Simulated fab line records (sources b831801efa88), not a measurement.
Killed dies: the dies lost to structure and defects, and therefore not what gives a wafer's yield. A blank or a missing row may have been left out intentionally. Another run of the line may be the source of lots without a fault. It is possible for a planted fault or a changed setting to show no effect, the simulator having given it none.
fab line records -- flow sfq_line
record lots=5, wafers=23
route steps=325 shown INCOMING@2 L0@7 M0@29 I0@48 M1@63 I1@74
start_h: the number of hours between the record's first day and the start of the first shown wafer of the lot -- wait_h: hours from the lot's prior step to this one -- " same as the row above -- L1.1+2: several wafers, shown together as one row -- - no value, or no start given -- * or withheld: withheld -- < > ~ a bound
route shown NAME@n: names a module that has steps shown in the file, with the first one's number in the route -- usual: mean and standard deviation over wafers with no fault -- same: alike in all rows -- chamber/n: place in a boat -- sites: each site's reading -- _std_site: standard deviation across them -- _edge_site: inner sites' mean taken away from outer sites' mean -- radius_mm: for every site, how far away it sits from the centre of the wafer -- mask NAME#n: copy n -- behind: tool/chamber where the wafer was last shaped -- hold: why the lot went on hold/how many hours it stayed there/how the hold came to an end -- device: the transistor (n, p or np) that didn't switch -- end of line: at the end of the route, the tests of the same wafers -- a step without rows: its recipe alone -- killed: the dies lost at the first sort to structure and to defects; this is not the yield of the wafer -- map: shows each die of a wafer: x if killed, . if not, _ if none is there
set.NAME: the setting that was run; set.NAME@STEP: the one run at that earlier step -- model.NAME: the simulator's own value behind a step, which no gauge read
lots with deliberately changed settings; one table per step, one row per wafer
## steps
# step SFQ_TRILAYER_INCOMING_OXIDATION_002
# recipe temp_c=1000, ambient=H2O, target_thk_a=5000, p_h2o_torr=720, ox_time_s=4939
lot.wafer,tool,chamber,start_h,wait_h,set.ox_time_s,model.SiO2_of_TRILAYER_INCOMING_OXIDATION_002.thk_nm
L074.1,-,-,-,0.1,4289,470.2
L074.2,-,-,-,0.1,4289,458.3
L074.3,-,-,-,0.1,4289,468.7
L074.5,-,-,-,0.1,4289,466.2
L074.6,-,-,-,0.1,4289,478.3
L077.2,-,-,-,0.1,4301,461
L077.3,-,-,-,0.1,4301,456.6
L077.4,-,-,-,0.1,4301,461.4
L077.5,-,-,-,0.1,4301,450.7
L077.6,-,-,-,0.1,4301,447.4
L081.1,-,-,-,0.1,5656,552
L081.2,-,-,-,0.1,5656,538.2
L081.3,-,-,-,0.1,5656,551.5
L081.4,-,-,-,0.1,5656,549.6
L081.5,-,-,-,0.1,5656,548.5
L082.2,furnace-02,0,50.12,0.1,4939,492.8
L082.3,furnace-02,0,50.12,0.1,4939,493.2
L082.4,furnace-02,0,50.12,0.1,4939,497.1
L085.1,-,-,-,0.1,5349,528.7
L085.2,-,-,-,0.1,5349,528.2
L085.3,-,-,-,0.1,5349,537.4
L085.5,-,-,-,0.1,5349,532
L085.6,-,-,-,0.1,5349,540.7
# step SFQ_TRILAYER_L0_LITHO_COAT_005
# recipe resist=KrF, spin_rpm=3000, resist_thk_nm=600
lot.wafer,tool,chamber,start_h,wait_h,set.spin_rpm,model.KrF_of_TRILAYER_L0_LITHO_COAT_005.thk_nm
L074.1,litho_track-04,0,13.04,0.2,3000,599.8
L074.2,litho_track-04,0,13.04,0.2,3000,600.6
L074.3,litho_track-04,0,13.04,0.2,3089,588.6
L074.5,litho_track-04,0,13.04,0.2,3089,591.2
L074.6,litho_track-04,0,13.04,0.2,3000,598.2
L077.2,litho_track-02,0,28.09,0.2,3000,597.8
L077.3,litho_track-02,0,28.09,0.2,3000,599.2
L077.4,litho_track-02,0,28.09,0.2,3000,601.4
L077.5,litho_track-02,0,28.09,0.2,2881,613
L077.6,litho_track-02,0,28.09,0.2,2881,612.6
L081.1+2,litho_track-03,0,48.04,0.2,2870,614.8
L081.3,litho_track-03,0,48.04,0.2,2870,615.7
L081.4,litho_track-03,0,48.04,0.2,3000,602
L081.5,litho_track-03,0,48.04,0.2,3000,600.6
L082.2,litho_track-03,0,53.09,0.2,3000,602.3
L082.3,litho_track-03,0,53.09,0.2,3000,601.8
L082.4,litho_track-03,0,53.09,0.2,3000,598.6
L085.1+5,litho_track-04,0,68.04,0.2,3000,601.2
L085.2,litho_track-04,0,68.04,0.2,3000,602.5
L085.3,litho_track-04,0,68.04,0.2,3000,600
L085.6,litho_track-04,0,68.04,0.2,3000,600.2
# step SFQ_TRILAYER_L0_LITHO_PEB_008
# recipe peb_temp_c=115, peb_time_s=60, resist=KrF
lot.wafer,tool,chamber,start_h,wait_h,set.peb_time_s
L074.1+2+3+5+6,litho_track-02,0,56.79,1.0,60
L077.2+3+5,litho_track-02,0,71.22,0.8,62.72
L077.4+6,litho_track-02,0,71.22,0.8,60
L081.1+4+5,litho_track-03,0,100.32,1.0,52.23
L081.2+3,litho_track-03,0,100.32,1.0,60
L082.2+3+4,litho_track-04,0,102.74,0.8,60
L085.1+2+3,litho_track-02,0,119.62,1.0,52.53
L085.5+6,litho_track-02,0,119.62,1.0,60
# step SFQ_TRILAYER_L0_LITHO_DEVELOP_007
# recipe time_s=60, resist=KrF
# step SFQ_TRILAYER_L0_BARC_OPEN_METAL_ETCH_010
# recipe mask_material=PR, chemistry=O2, target_depth_nm=125, target=BARC, icp_w=600, bias_w=80, pressure_mtorr=10, time_s=41.7
lot.wafer,tool,chamber,start_h,wait_h,set.peb_time_s@TRILAYER_L0_LITHO_PEB_008,model.L0.cd_nm
L074.1+5,rie_metal-03,"1,0",57.09,0.1,60,2000
L074.2+6,rie_metal-03,"0,1",57.09,0.1,60,1998
L074.3,rie_metal-03,1,57.09,0.1,60,1999
L077.2,rie_metal-04,1,71.51,0.1,62.72,1994
L077.3,rie_metal-04,1,71.51,0.1,62.72,1993
L077.4,rie_metal-04,1,71.51,0.1,60,2001
L077.5,rie_metal-04,1,71.51,0.1,62.72,1995
L077.6,rie_metal-04,1,71.51,0.1,60,2002
L081.1,rie_metal-04,0,100.62,0.1,52.23,2018
L081.2,rie_metal-04,1,100.62,0.1,60,2001
L081.3,rie_metal-04,0,100.62,0.1,60,1999
L081.4,rie_metal-04,1,100.62,0.1,52.23,2021
L081.5,rie_metal-04,1,100.62,0.1,52.23,2022
L082.2,rie_metal-04,1,103.02,0.1,60,2001
L082.3,rie_metal-04,0,103.02,0.1,60,1998
L082.4,rie_metal-04,1,103.02,0.1,60,2000
L085.1+2,rie_metal-01,1,119.92,0.1,52.53,2019
L085.3,rie_metal-01,1,119.92,0.1,52.53,2020
L085.5+6,rie_metal-01,1,119.92,0.1,60,1999
# step SFQ_TRILAYER_M0_DEP_SPUTTER_019
# recipe material=Nb, base_pressure_pa=1.33e-06, chamber_pressure_pa=0.1333, substrate_temp_c=20, resputter_cathode_voltage_v=400, target_thk_nm=200, power_w=2000, time_s=133.3
lot.wafer,tool,chamber,start_h,wait_h,set.time_s,model.Nb_of_TRILAYER_M0_DEP_SPUTTER_019.thk_nm
L074.1+5,pvd_sputter-04,-,109.94,0.0,133.3,199.1
L074.2+3,pvd_sputter-04,-,109.94,0.0,133.3,200.8
L074.6,pvd_sputter-04,-,109.94,0.0,133.3,200.7
L077.2,pvd_sputter-06,-,131.66,0.0,133.3,201.9
L077.3,pvd_sputter-06,-,131.66,0.0,143.5,215.8
L077.4,pvd_sputter-06,-,131.66,0.0,133.3,200.5
L077.5,pvd_sputter-06,-,131.66,0.0,143.5,215.7
L077.6,pvd_sputter-06,-,131.66,0.0,143.5,214.4
L081.1,pvd_sputter-04,-,163.20,0.0,133.3,197.8
L081.2,pvd_sputter-04,-,163.20,0.0,133.3,198.9
L081.3,pvd_sputter-04,-,163.20,0.0,123,184.3
L081.4,pvd_sputter-04,-,163.20,0.0,133.3,198.5
L081.5,pvd_sputter-04,-,163.20,0.0,123,185.3
L082.2,pvd_sputter-05,-,166.80,0.0,133.3,201.2
L082.3,pvd_sputter-05,-,166.80,0.0,133.3,200.3
L082.4,pvd_sputter-05,-,166.80,0.0,133.3,194.8
L085.1,pvd_sputter-04,-,188.21,0.0,133.3,201.3
L085.2,pvd_sputter-04,-,188.21,0.0,117.1,176.9
L085.3,pvd_sputter-04,-,188.21,0.0,133.3,199.4
L085.5,pvd_sputter-04,-,188.21,0.0,117.1,173.7
L085.6,pvd_sputter-04,-,188.21,0.0,117.1,174.5
# step SFQ_M0_RS_MEAS_904
# recipe thk_meas_gauge=four-point-probe, reads=Nb_of_TRILAYER_M0_DEP_SPUTTER_019
# usual M0_NB_RS=0.889/0.0096
lot.wafer,tool,chamber,start_h,wait_h,set.time_s@TRILAYER_M0_DEP_SPUTTER_019,M0_NB_RS[ohm/sq]
L074.1,film_metro-04,-,110.03,0.0,133.3,0.891
L074.2,film_metro-04,-,110.03,0.0,133.3,0.884
L074.3,film_metro-04,-,110.03,0.0,133.3,0.886
L074.5,film_metro-04,-,110.03,0.0,133.3,0.892
L074.6,film_metro-04,-,110.03,0.0,133.3,0.887
L077.2,film_metro-01,-,131.77,0.1,133.3,0.882
L077.3,film_metro-01,-,131.77,0.1,143.5,0.823
L077.4,film_metro-01,-,131.77,0.1,133.3,0.886
L077.5,film_metro-01,-,131.77,0.1,143.5,0.824
L077.6,film_metro-01,-,131.77,0.1,143.5,0.830
L081.1,film_metro-01,-,163.29,0.0,133.3,0.901
L081.2,film_metro-01,-,163.29,0.0,133.3,0.896
L081.3,film_metro-01,-,163.29,0.0,123,0.965
L081.4,film_metro-01,-,163.29,0.0,133.3,0.896
L081.5,film_metro-01,-,163.29,0.0,123,0.962
L082.2,film_metro-04,-,166.91,0.1,133.3,0.885
L082.3,film_metro-04,-,166.91,0.1,133.3,0.885
L082.4,film_metro-04,-,166.91,0.1,133.3,0.913
L085.1,film_metro-02,-,188.31,0.1,133.3,0.885
L085.2,film_metro-02,-,188.31,0.1,117.1,1.008
L085.3,film_metro-02,-,188.31,0.1,133.3,0.893
L085.5,film_metro-02,-,188.31,0.1,117.1,1.027
L085.6,film_metro-02,-,188.31,0.1,117.1,1.020
# step SFQ_TRILAYER_M0_LITHO_PEB_024
# recipe peb_temp_c=115, peb_time_s=60, resist=KrF
lot.wafer,tool,chamber,start_h,wait_h,set.peb_time_s
L074.1+5,litho_track-01,0,172.78,1.0,60
L074.2+3+6,litho_track-01,0,172.78,1.0,64.82
L077.2+3+4+5+6,litho_track-02,0,197.81,0.8,60
L081.1+4,litho_track-04,0,232.58,1.0,60
L081.2+3+5,litho_track-04,0,232.58,1.0,65.97
L082.2+3+4,litho_track-01,0,238.61,0.8,60
L085.1+2+3+5+6,litho_track-02,0,268.13,1.0,60
# step SFQ_TRILAYER_M0_LITHO_DEVELOP_023
# recipe time_s=60, resist=KrF
# step SFQ_TRILAYER_M0_BARC_OPEN_METAL_ETCH_031
# recipe mask_material=PR, chemistry=O2, target_depth_nm=125, target=BARC, icp_w=600, bias_w=77.7, pressure_mtorr=10, time_s=41.7
lot.wafer,tool,chamber,start_h,wait_h,set.peb_time_s@TRILAYER_M0_LITHO_PEB_024,model.M0.cd_nm
L074.1,rie_metal-02,0,173.12,0.0,60,500.2
L074.2,rie_metal-02,0,173.12,0.0,64.82,489.6
L074.3,rie_metal-02,0,173.12,0.0,64.82,489.5
L074.5,rie_metal-02,0,173.12,0.0,60,498.6
L074.6,rie_metal-02,0,173.12,0.0,64.82,489.4
L077.2,rie_metal-02,0,198.12,0.0,60,499.8
L077.3,rie_metal-02,1,198.12,0.0,60,497.8
L077.4,rie_metal-02,0,198.12,0.0,60,498.9
L077.5,rie_metal-02,0,198.12,0.0,60,499.5
L077.6,rie_metal-02,1,198.12,0.0,60,499.4
L081.1,rie_metal-02,1,232.92,0.0,60,498.3
L081.2,rie_metal-02,0,232.92,0.0,65.97,487
L081.3,rie_metal-02,1,232.92,0.0,65.97,485.4
L081.4,rie_metal-02,0,232.92,0.0,60,498.5
L081.5,rie_metal-02,0,232.92,0.0,65.97,485.9
L082.2,rie_metal-04,1,238.92,0.0,60,498
L082.3,rie_metal-04,0,238.92,0.0,60,497.4
L082.4,rie_metal-04,1,238.92,0.0,60,498.5
L085.1,rie_metal-02,0,268.47,0.0,60,499.4
L085.2,rie_metal-02,1,268.47,0.0,60,499.3
L085.3,rie_metal-02,0,268.47,0.0,60,500.3
L085.5,rie_metal-02,1,268.47,0.0,60,498.6
L085.6,rie_metal-02,0,268.47,0.0,60,500
# step SFQ_TRILAYER_M0_ETCH_METAL_ETCH_024
# recipe target=Nb, stop_on=SiO2, mask_material=PR, chemistry=Cl2/Ar, target_depth_nm=240, icp_w=600, bias_w=80, pressure_mtorr=10, time_s=120
# usual oes_product_au=0.894/0.0065
lot.wafer,tool,chamber,start_h,wait_h,set.pressure_mtorr,set.time_s@TRILAYER_M0_DEP_SPUTTER_019,set.peb_time_s@TRILAYER_M0_LITHO_PEB_024,oes_product_au,model.M0.cd_nm
L074.1,rie_metal-02,0,173.24,0.1,10.52,133.3,60,0.891,501
L074.2,rie_metal-02,0,173.24,0.1,10.52,133.3,64.82,0.886,489.2
L074.3,rie_metal-02,0,173.24,0.1,10.52,133.3,64.82,0.889,491.3
L074.5,rie_metal-02,0,173.24,0.1,10.52,133.3,60,0.897,499.5
L074.6,rie_metal-02,0,173.24,0.1,10.52,133.3,64.82,0.892,489.7
L077.2,rie_metal-02,0,198.18,0.0,8.732,133.3,60,0.896,500.7
L077.3,rie_metal-02,1,198.18,0.0,8.732,143.5,60,0.938,499.1
L077.4,rie_metal-02,0,198.18,0.0,8.732,133.3,60,0.894,499.4
L077.5,rie_metal-02,0,198.18,0.0,8.732,143.5,60,0.941,500.8
L077.6,rie_metal-02,1,198.18,0.0,8.732,143.5,60,0.936,500.9
L081.1,rie_metal-02,1,232.98,0.0,9.562,133.3,60,0.893,498.6
L081.2,rie_metal-02,0,232.98,0.0,9.562,133.3,65.97,0.884,486.9
L081.3,rie_metal-02,1,232.98,0.0,9.562,123,65.97,0.854,484.2
L081.4,rie_metal-02,0,232.98,0.0,9.562,133.3,60,0.886,498.3
L081.5,rie_metal-02,0,232.98,0.0,9.562,123,65.97,0.863,485.7
L082.2,rie_metal-04,1,238.98,0.0,10,133.3,60,0.892,497.6
L082.3,rie_metal-04,0,238.98,0.0,10,133.3,60,0.895,499
L082.4,rie_metal-04,1,238.98,0.0,10,133.3,60,0.886,498.6
L085.1,rie_metal-02,0,268.55,0.1,8.825,133.3,60,0.896,501.3
L085.2,rie_metal-02,1,268.55,0.1,8.825,117.1,60,0.833,499.8
L085.3,rie_metal-02,0,268.55,0.1,8.825,133.3,60,0.895,502.1
L085.5,rie_metal-02,1,268.55,0.1,8.825,117.1,60,0.825,499.7
L085.6,rie_metal-02,0,268.55,0.1,8.825,117.1,60,0.829,501.8
# step SFQ_TRILAYER_I0_VIA_LITHO_COAT_031
# recipe resist=KrF, spin_rpm=3000, resist_thk_nm=650
lot.wafer,tool,chamber,start_h,wait_h,set.spin_rpm,model.KrF_of_TRILAYER_I0_VIA_LITHO_COAT_031.thk_nm
L074.1,litho_track-01,0,191.14,0.2,3000,650.1
L074.2,litho_track-01,0,191.14,0.2,2941,656.4
L074.3,litho_track-01,0,191.14,0.2,3000,648.9
L074.5,litho_track-01,0,191.14,0.2,3000,648.5
L074.6,litho_track-01,0,191.14,0.2,2941,654.4
L077.2,litho_track-04,0,212.92,0.2,3000,650.3
L077.3,litho_track-04,0,212.92,0.2,3000,649.2
L077.4+6,litho_track-04,0,212.92,0.2,3000,650.4
L077.5,litho_track-04,0,212.92,0.2,3000,648.7
L081.1,litho_track-04,0,242.50,0.2,2824,668.7
L081.2,litho_track-04,0,242.50,0.2,2824,668.4
L081.3,litho_track-04,0,242.50,0.2,2824,666.8
L081.4,litho_track-04,0,242.50,0.2,3000,649.2
L081.5,litho_track-04,0,242.50,0.2,3000,646.9
L082.2,litho_track-04,0,251.55,0.2,3000,647.9
L082.3,litho_track-04,0,251.55,0.2,3000,648
L082.4,litho_track-04,0,251.55,0.2,3000,648.5
L085.1,litho_track-03,0,275.50,0.2,3000,648.8
L085.2+6,litho_track-03,0,275.50,0.2,3000,651.9
L085.3,litho_track-03,0,275.50,0.2,3113,640.1
L085.5,litho_track-03,0,275.50,0.2,3113,637.4
# step SFQ_TRILAYER_I0_VIA_LITHO_SOFTBAKE_035
# recipe temp_c=withheld, time_s=withheld, resist=KrF
# step SFQ_TRILAYER_I0_VIA_LITHO_EXPOSE_032
# recipe mask_id=I0, na=0.6, source_shape=conventional, sigma_outer=0.65, target_cd_nm=500, dose_mj=21.3
# step SFQ_TRILAYER_I0_VIA_LITHO_DEVELOP_033
# recipe time_s=60, resist=KrF
# step SFQ_TRILAYER_I0_VIA_BARC_OPEN_VIA_ETCH_046
# recipe mask_material=PR, chemistry=O2, target_depth_nm=125, target=BARC, source_w=482.7, bias_w=80, pressure_mtorr=30, time_s=41.7
lot.wafer,tool,chamber,start_h,wait_h,set.spin_rpm@TRILAYER_I0_VIA_LITHO_COAT_031,model.KrF_of_TRILAYER_I0_VIA_LITHO_COAT_031.thk_nm
L074.1,rie_diel-01,1,230.11,0.0,3000,576
L074.2,rie_diel-01,3,230.11,0.0,2941,582.5
L074.3,rie_diel-01,0,230.11,0.0,3000,573.7
L074.5,rie_diel-01,2,230.11,0.0,3000,572.7
L074.6,rie_diel-01,1,230.11,0.0,2941,580
L077.2,rie_diel-03,2,260.17,0.0,3000,576.2
L077.3,rie_diel-03,0,260.17,0.0,3000,575.3
L077.4,rie_diel-03,3,260.17,0.0,3000,575.1
L077.5,rie_diel-03,1,260.17,0.0,3000,573.9
L077.6,rie_diel-03,2,260.17,0.0,3000,576.3
L081.1,rie_diel-02,0,286.57,0.0,2824,594.3
L081.2,rie_diel-02,1,286.57,0.0,2824,592.9
L081.3,rie_diel-02,2,286.57,0.0,2824,592.5
L081.4,rie_diel-02,3,286.57,0.0,3000,573.3
L081.5,rie_diel-02,1,286.57,0.0,3000,571.6
L082.2,rie_diel-01,2,296.59,0.0,3000,572.5
L082.3,rie_diel-01,0,296.59,0.0,3000,573.1
L082.4,rie_diel-01,3,296.59,0.0,3000,574.6
L085.1,rie_diel-01,2,321.79,0.0,3000,572.4
L085.2,rie_diel-01,0,321.79,0.0,3000,576.8
L085.3,rie_diel-01,3,321.79,0.0,3113,566
L085.5,rie_diel-01,3,321.79,0.0,3113,563
L085.6,rie_diel-01,0,321.79,0.0,3000,576.4
# step SFQ_TRILAYER_M1_LITHO_COAT_039
# recipe resist=KrF, spin_rpm=3000, resist_thk_nm=600
lot.wafer,tool,chamber,start_h,wait_h,set.resist_thk_nm,model.KrF_of_TRILAYER_M1_LITHO_COAT_039.thk_nm
L074.1,litho_track-04,0,231.64,0.2,600,597.7
L074.2,litho_track-04,0,231.64,0.2,600,599.7
L074.3,litho_track-04,0,231.64,0.2,600,597
L074.5,litho_track-04,0,231.64,0.2,600,599
L074.6,litho_track-04,0,231.64,0.2,600,598.9
L077.2,litho_track-04,0,261.76,0.2,600,599.8
L077.3,litho_track-04,0,261.76,0.2,626,625.3
L077.4,litho_track-04,0,261.76,0.2,600,599.3
L077.5,litho_track-04,0,261.76,0.2,626,624.2
L077.6,litho_track-04,0,261.76,0.2,600,601.7
L081.1,litho_track-04,0,288.09,0.2,600,598.1
L081.2,litho_track-04,0,288.09,0.2,577.3,576.4
L081.3,litho_track-04,0,288.09,0.2,577.3,576.2
L081.4,litho_track-04,0,288.09,0.2,577.3,574.5
L081.5,litho_track-04,0,288.09,0.2,600,598
L082.2,litho_track-04,0,298.19,0.2,600,599.9
L082.3,litho_track-04,0,298.19,0.2,600,599.3
L082.4,litho_track-04,0,298.19,0.2,600,598.8
L085.1,litho_track-02,0,323.34,0.2,612.6,608
L085.2,litho_track-02,0,323.34,0.2,600,597
L085.3,litho_track-02,0,323.34,0.2,612.6,609.7
L085.5,litho_track-02,0,323.34,0.2,600,595.5
L085.6,litho_track-02,0,323.34,0.2,612.6,607.7
# step SFQ_TRILAYER_M1_LITHO_SOFTBAKE_043
# recipe temp_c=withheld, time_s=withheld, resist=KrF
# step SFQ_TRILAYER_M1_LITHO_EXPOSE_040
# recipe mask_id=M1, na=0.6, source_shape=conventional, sigma_outer=0.65, target_cd_nm=500, dose_mj=14.4
# step SFQ_TRILAYER_M1_BARC_OPEN_METAL_ETCH_054
# recipe mask_material=PR, chemistry=O2, target_depth_nm=125, target=BARC, icp_w=600, bias_w=80, pressure_mtorr=10, time_s=41.7
# step SFQ_TRILAYER_M1_ETCH_METAL_ETCH_042
# recipe target=Nb, stop_on=SiO2, mask_material=PR, chemistry=Cl2/Ar, target_depth_nm=240, icp_w=600, bias_w=80, pressure_mtorr=10, time_s=120
lot.wafer,tool,chamber,start_h,wait_h,set.resist_thk_nm@TRILAYER_M1_LITHO_COAT_039,model.KrF_of_TRILAYER_M1_LITHO_COAT_039.thk_nm
L074.1,rie_metal-01,1,277.03,0.0,600,380.6
L074.2,rie_metal-01,0,277.03,0.0,600,383.7
L074.3,rie_metal-01,1,277.03,0.0,600,380.1
L074.5,rie_metal-01,1,277.03,0.0,600,381.3
L074.6,rie_metal-01,0,277.03,0.0,600,384.6
L077.2,rie_metal-03,0,307.45,0.0,600,379.1
L077.3,rie_metal-03,0,307.45,0.0,626,405.9
L077.4,rie_metal-03,1,307.45,0.0,600,375.6
L077.5,rie_metal-03,1,307.45,0.0,626,400.4
L077.6,rie_metal-03,0,307.45,0.0,600,381.6
L081.1,rie_metal-04,1,337.45,0.0,600,387.4
L081.2,rie_metal-04,0,337.45,0.0,577.3,360.2
L081.3,rie_metal-04,1,337.45,0.0,577.3,364.9
L081.4,rie_metal-04,0,337.45,0.0,577.3,356.4
L081.5,rie_metal-04,1,337.45,0.0,600,387.1
L082.2,rie_metal-03,0,344.65,0.0,600,378.7
L082.3,rie_metal-03,0,344.65,0.0,600,377.9
L082.4,rie_metal-03,1,344.65,0.0,600,377.5
L085.1,rie_metal-01,1,373.80,0.0,612.6,389.1
L085.2,rie_metal-01,0,373.80,0.0,600,382.1
L085.3,rie_metal-01,1,373.80,0.0,612.6,390.9
L085.5,rie_metal-01,0,373.80,0.0,600,381.4
L085.6,rie_metal-01,1,373.80,0.0,612.6,388.8
# step SFQ_TRILAYER_I1_CMP_CMP_046
# recipe material=SiO2, down_force_psi=3, platen_rpm=60, pad_velocity_m_s=0.94248
lot.wafer,tool,chamber,start_h,wait_h,set.leave_above_ref_nm,model.SiO2_of_TRILAYER_I1_DEP_PECVD_045.thk_nm
L074.3,cmp-02,3,279.19,1.2,200,199.7
L074.2,cmp-02,0,279.19,1.2,200,198
L074.1,cmp-02,1,279.19,1.2,200,198.4
L074.5,cmp-02,3,281.19,3.2,200,199.5
L074.6,cmp-02,0,281.19,3.2,200,198.3
L077.2,cmp-02,3,309.69,1.3,204.5,204.8
L077.4+5,cmp-02,"0,3",309.69,1.3,200,200.3
L077.3,cmp-02,1,309.69,1.3,200,199.8
L077.6,cmp-02,2,309.69,1.3,204.5,205.9
L081.3,cmp-01,2,338.43,0.0,200,200.1
L081.4,cmp-01,3,338.43,0.0,187,185.9
L081.2,cmp-01,0,338.43,0.0,187,185.6
L081.1,cmp-01,1,338.43,0.0,187,186.4
L081.5,cmp-01,2,338.43,0.0,200,198.9
L082.2,cmp-02,3,347.51,1.9,200,199.7
L082.3,cmp-02,0,347.51,1.9,200,200.5
L082.4,cmp-02,1,347.51,1.9,200,199.5
L085.2,cmp-01,3,377.18,2.4,200,199.1
L085.3,cmp-01,0,377.18,2.4,200,198.4
L085.1,cmp-01,2,378.68,3.9,192.4,192.6
L085.5,cmp-01,3,378.68,3.9,192.4,192
L085.6,cmp-01,0,378.68,3.9,200,198.3
# step SFQ_TRILAYER_I1_METRO_MEASURE_047
# usual thk_nm=199.8/1.1
lot.wafer,tool,chamber,start_h,wait_h,set.leave_above_ref_nm@TRILAYER_I1_CMP_CMP_046,thk_nm
L074.1,film_metro-03,-,282.31,0.1,200,198.5
L074.2,film_metro-03,-,282.31,0.1,200,197.8
L074.3,film_metro-03,-,282.31,0.1,200,199.7
L074.5,film_metro-03,-,282.31,0.1,200,199.5
L074.6,film_metro-03,-,282.31,0.1,200,198.3
L077.2,film_metro-01,-,312.51,0.3,204.5,204.6
L077.3,film_metro-01,-,312.51,0.3,200,199.8
L077.4,film_metro-01,-,312.51,0.3,200,200.4
L077.5,film_metro-01,-,312.51,0.3,200,200.4
L077.6,film_metro-01,-,312.51,0.3,204.5,206.0
L081.1,film_metro-01,-,341.55,0.1,187,186.5
L081.2,film_metro-01,-,341.55,0.1,187,185.6
L081.3,film_metro-01,-,341.55,0.1,200,200.1
L081.4,film_metro-01,-,341.55,0.1,187,185.9
L081.5,film_metro-01,-,341.55,0.1,200,198.9
L082.2,film_metro-02,-,350.33,0.3,200,199.6
L082.3,film_metro-02,-,350.33,0.3,200,200.5
L082.4,film_metro-02,-,350.33,0.3,200,199.5
L085.1,film_metro-02,-,380.30,0.1,192.4,192.3
L085.2,film_metro-02,-,380.30,0.1,200,199.1
L085.3,film_metro-02,-,380.30,0.1,200,198.4
L085.5,film_metro-02,-,380.30,0.1,192.4,191.9
L085.6,film_metro-02,-,380.30,0.1,200,198.4
# step SFQ_TRILAYER_I1_VIA_LITHO_EXPOSE_050
# recipe mask_id=I1, na=0.6, source_shape=conventional, sigma_outer=0.65, target_cd_nm=500, dose_mj=21.3
lot.wafer,tool,chamber,start_h,wait_h,mask,set.dose_mj
L074.1+2+3+5+6,krf_scanner-01,0,328.66,-,I1#0,21.3
L077.2+3,krf_scanner-01,0,362.81,-,I1#0,21.77
L077.4+5+6,krf_scanner-01,0,362.81,-,I1#0,21.3
L081.1+3+4,krf_scanner-01,0,393.61,-,I1#0,21.3
L081.2+5,krf_scanner-01,0,393.61,-,I1#0,20.06
L082.2+3+4,krf_scanner-01,0,404.61,-,I1#0,21.3
L085.1+3,krf_scanner-01,0,433.31,-,I1#0,22.25
L085.2+5+6,krf_scanner-01,0,433.31,-,I1#0,21.3
## key
split step=SFQ_TRILAYER_INCOMING_OXIDATION_002, setting=ox_time_s, stated=4939, by=lot
response step=SFQ_TRILAYER_INCOMING_OXIDATION_002, reading=model.SiO2_of_TRILAYER_INCOMING_OXIDATION_002.thk_nm, change=+3.19, per=1%, r=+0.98
split step=SFQ_TRILAYER_L0_LITHO_COAT_005, setting=spin_rpm, stated=3000, by=wafer
response step=SFQ_TRILAYER_L0_LITHO_COAT_005, reading=model.KrF_of_TRILAYER_L0_LITHO_COAT_005.thk_nm, change=-3.26, per=1%, r=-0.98
split step=SFQ_TRILAYER_L0_LITHO_PEB_008, setting=peb_time_s, stated=60, by=wafer
response step=SFQ_TRILAYER_L0_BARC_OPEN_METAL_ETCH_010, reading=model.L0.cd_nm, change=-1.58, per=1%, r=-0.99
split step=SFQ_TRILAYER_M0_DEP_SPUTTER_019, setting=time_s, stated=133.3, by=wafer
response step=SFQ_TRILAYER_M0_DEP_SPUTTER_019, reading=model.Nb_of_TRILAYER_M0_DEP_SPUTTER_019.thk_nm, change=+1.96, per=1%, r=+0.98
response step=SFQ_M0_RS_MEAS_904, reading=M0_NB_RS, change=-0.0095, per=1%, r=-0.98
response step=SFQ_TRILAYER_M0_ETCH_METAL_ETCH_024, reading=oes_product_au, change=+0.00512, per=1%, r=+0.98
split step=SFQ_TRILAYER_M0_LITHO_PEB_024, setting=peb_time_s, stated=60, by=wafer
response step=SFQ_TRILAYER_M0_BARC_OPEN_METAL_ETCH_031, reading=model.M0.cd_nm, change=-1.24, per=1%, r=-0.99
response step=SFQ_TRILAYER_M0_ETCH_METAL_ETCH_024, reading=model.M0.cd_nm, change=-1.28, per=1%, r=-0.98
split step=SFQ_TRILAYER_M0_ETCH_METAL_ETCH_024, setting=pressure_mtorr, stated=10, by=lot
response none clear
split step=SFQ_TRILAYER_I0_VIA_LITHO_COAT_031, setting=spin_rpm, stated=3000, by=wafer
response step=SFQ_TRILAYER_I0_VIA_LITHO_COAT_031, reading=model.KrF_of_TRILAYER_I0_VIA_LITHO_COAT_031.thk_nm, change=-3.33, per=1%, r=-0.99
response step=SFQ_TRILAYER_I0_VIA_BARC_OPEN_VIA_ETCH_046, reading=model.KrF_of_TRILAYER_I0_VIA_LITHO_COAT_031.thk_nm, change=-3.35, per=1%, r=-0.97
split step=SFQ_TRILAYER_M1_LITHO_COAT_039, setting=resist_thk_nm, stated=600, by=wafer
response step=SFQ_TRILAYER_M1_LITHO_COAT_039, reading=model.KrF_of_TRILAYER_M1_LITHO_COAT_039.thk_nm, change=+5.77, per=1%, r=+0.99
response step=SFQ_TRILAYER_M1_ETCH_METAL_ETCH_042, reading=model.KrF_of_TRILAYER_M1_LITHO_COAT_039.thk_nm, change=+5.96, per=1%, r=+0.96
split step=SFQ_TRILAYER_I1_CMP_CMP_046, setting=leave_above_ref_nm, stated=200, by=wafer
response step=SFQ_TRILAYER_I1_CMP_CMP_046, reading=model.SiO2_of_TRILAYER_I1_DEP_PECVD_045.thk_nm, change=+2.01, per=1%, r=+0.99
response step=SFQ_TRILAYER_I1_METRO_MEASURE_047, reading=thk_nm, change=+2.01, per=1%, r=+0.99
split step=SFQ_TRILAYER_I1_VIA_LITHO_EXPOSE_050, setting=dose_mj, stated=21.3, by=wafer
response none in this file
